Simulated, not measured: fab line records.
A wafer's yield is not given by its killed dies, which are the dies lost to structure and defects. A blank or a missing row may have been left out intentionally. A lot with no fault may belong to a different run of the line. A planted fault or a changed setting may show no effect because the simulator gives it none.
2 desks, one fault :: flow gf180mcu :: only its own numbers are on each desk; what lay behind them is given at the end

METROLOGY DESK
Lot by lot, what the gauges showed, no matter which tool ran the lot: averages of those sampled wafers that carry a number. The brackets show how far a lot's mean lies from the usual mean; more than 4 standard deviations puts the lot out of limits, marked OUT.
Columns: A = M2_ALCU_RS at GF_M2_RS_MEAS_05, usual 0.0696 ohm/sq; B = M2_ALCU_THK at GF_M2_THK_MEAS_06, usual 451 nm
lot: L908
first seen here: day 18 17:13
A: 0.0695
B: 445

lot: L909
first seen here: day 19 00:37
A: 0.0682
B: 463

lot: L910
first seen here: day 19 10:52
A: 0.0692
B: 447

lot: L913
first seen here: day 20 13:53
A: 0.0822 (+15) OUT
B: 383 (-12) OUT

lot: L914
first seen here: day 21 05:19
A: 0.0854 (+19) OUT
B: 364 (-15) OUT

lot: L923
first seen here: day 24 04:04
A: 0.0699
B: 450

lot: L924
first seen here: day 24 18:39
A: 0.0697
B: 451

lot: L925
first seen here: day 24 22:25
A: 0.0695
B: 454

lot: L928
first seen here: day 25 23:47
A: 0.0703
B: 448

lot: L930
first seen here: day 26 10:52
A: 0.0710
B: 441
Finding of this desk: L913, L914 out of limits, first seen on L913 at day 20 13:53 (M2_ALCU_RS at GF_M2_RS_MEAS_05). L908, L909, L910, L923, L924, L925, L928, L930 stayed within limits.

THE TOOL OWNER'S DESK: pvd sputter-01
The tool's own readings at GF_M2_SPUTTER_02 (material AlCu, target thk 450 nm, time 23.9 s): means of the sampled wafers that have a number, for each lot that ran on this tool. The brackets show how far a lot's mean lies from the usual mean; more than 4 standard deviations puts the lot out of limits, marked OUT.
Columns: A = throttle valve pct at GF_M2_SPUTTER_02, usual 30.3 %
lot: L908
first seen here: day 18 17:08
A: 30.6

lot: L910
first seen here: day 19 10:45
A: 30.4

lot: L913
first seen here: day 20 13:46
A: 30.1

lot: L914
first seen here: day 21 05:13
A: 29.3

lot: L925
first seen here: day 24 22:18
A: 30.6

lot: L928
first seen here: day 25 23:38
A: 30.2

lot: L930
first seen here: day 26 10:47
A: 30.1
This desk's finding: nothing out of limits on any of the 7 lots.

ALL TOGETHER
The metrology desk could have raised an alarm at day 20 13:53, on L913, L914.
The tool owner's desk saw nothing out of limits.
The tool owner's desk has L913, L914 on record, within its limits.
All the named lots went through GF_M2_SPUTTER_02 on pvd sputter-01.

WHAT HAD BEEN PUT IN BY THE SIMULATOR
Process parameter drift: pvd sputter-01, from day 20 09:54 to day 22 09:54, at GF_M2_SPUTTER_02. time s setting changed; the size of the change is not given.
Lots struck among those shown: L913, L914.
Delay in hours, fault start to first out-of-limits reading, per desk: metrology desk 4.
